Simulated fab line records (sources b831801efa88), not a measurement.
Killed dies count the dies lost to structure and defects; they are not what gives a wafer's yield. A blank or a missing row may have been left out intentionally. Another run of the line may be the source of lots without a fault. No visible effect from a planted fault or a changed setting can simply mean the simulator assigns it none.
Struck lot and sound lot, side by side | flow sky130 | 15 out of 708 route steps
Sound: wafers L254.1, L254.3, L254.4. Wafers struck: L269.2, L269.3, L269.6. The cause comes at the end.
At each step with rows: each side's tool, then ch and its chambers, then its first start. Under that, the readings that differ: sound wafers | struck wafers | difference of the means | sigmas: that difference in standard deviations of wafers without a fault.
alike: readings with means less than 2 such deviations apart, plus words and numbers identical on both sides. not compared: withheld readings, readings lacking a value on some wafer, bounds such as >300 that could conceal the same value, and numbers that have no deviation in the record and whose values overlap.
A row with sigmas, a row that says differs or no value, or rows on one side alone: a step with any of these is where the two part. Numbers that don't overlap but have no deviation are shown without sigmas and don't part them. Lack of a reading on every wafer of one side parts them only where that side has two or more wafers.

first, 2 steps without rows for these wafers: SKY_VIA3_CLEAN_18 (cleans in IPA, time 180 s); SKY_VIA3_CLEAN_19 (cleans in O3/DIW).
SKY_VIA3_SPUTTER_20: material TiN, target thk 20 nm, time 80 s.
  sound on pvd-sputter-04 at day 41 01:25; struck on pvd-sputter-02 at day 45 03:21
  alike: throttle-valve-pct
then, 1 step without rows for these wafers: SKY_VIA3_CVD_21 (deposits W, target thk 390 nm, time 117.31 s).
SKY_VIA3_RS_MEAS_22: the measuring method here is four-point-probe.
  sound on film-metro-02 at day 41 01:36; struck on film-metro-01 at day 45 03:33
  alike: VIA3_W_RS
SKY_VIA3_THK_MEAS_23: measures by xrf.
  sound on film-metro-02 at day 41 01:43; struck on film-metro-01 at day 45 03:40
  alike: VIA3_W_THK
then, 2 steps without rows for these wafers: SKY_VIA3_CMP_24 (polishes, stops on SiO2, t overpolish 20 s, target thk 0 nm); SKY_METAL4_SPUTTER_00 (material Ti, target thk 15 nm, time 10 s).
SKY_METAL4_SPUTTER_01: material TiN, target thk 20 nm, time 16.7 s.
  sound on pvd-sputter-03 at day 41 02:06; struck on pvd-sputter-01 at day 45 04:02
  alike: throttle-valve-pct
SKY_METAL4_SPUTTER_02: material AlCu, target thk 735 nm, time 39.1 s.
  sound on pvd-sputter-03 at day 41 02:08; struck on pvd-sputter-01 at day 45 04:04
  alike: throttle-valve-pct
SKY_METAL4_SPUTTER_03: material Ti, target thk 5 nm, time 3.3 s.
  sound on pvd-sputter-03 at day 41 02:10; struck on pvd-sputter-01 at day 45 04:06
  alike: throttle-valve-pct
SKY_METAL4_SPUTTER_04: material TiN, target thk 70 nm, time 58.3 s.
  sound on pvd-sputter-03 at day 41 02:11; struck on pvd-sputter-01 at day 45 04:07
  alike: throttle-valve-pct
SKY_CAP2M_CVD_00: deposits SiO2, target thk 15.5 nm.
  sound on pecvd-03 ch 0,1,2, day 41 02:14; struck on pecvd-03 ch 0,1, day 45 04:10
  reading                                | sound            | struck            | difference | sigmas
  model.SiO2_of_CAP2M_CVD_00.thk-nm (nm) | 15.55 15.47 15.6 | 5.501 5.482 5.431 | -10.069    |
  alike: heater-power-w
SKY_CAP2M_THK_MEAS_01:
  sound on film-metro-01 at day 41 02:15; struck on film-metro-03 at day 45 04:29
  reading               | sound             | struck         | difference | sigmas
  CAP2M_CVD_00_THK (nm) | 15.49 15.52 15.56 | 5.50 5.46 5.40 | -10.07     | -50
  not compared: hold
following that, these wafers have no rows for 1 step: SKY_PAD_OPEN_PROBE_99.

== WHERE THEY PART ==
Within this record, at SKY_CAP2M_THK_MEAS_01 only.

WHY: what the simulator had put in
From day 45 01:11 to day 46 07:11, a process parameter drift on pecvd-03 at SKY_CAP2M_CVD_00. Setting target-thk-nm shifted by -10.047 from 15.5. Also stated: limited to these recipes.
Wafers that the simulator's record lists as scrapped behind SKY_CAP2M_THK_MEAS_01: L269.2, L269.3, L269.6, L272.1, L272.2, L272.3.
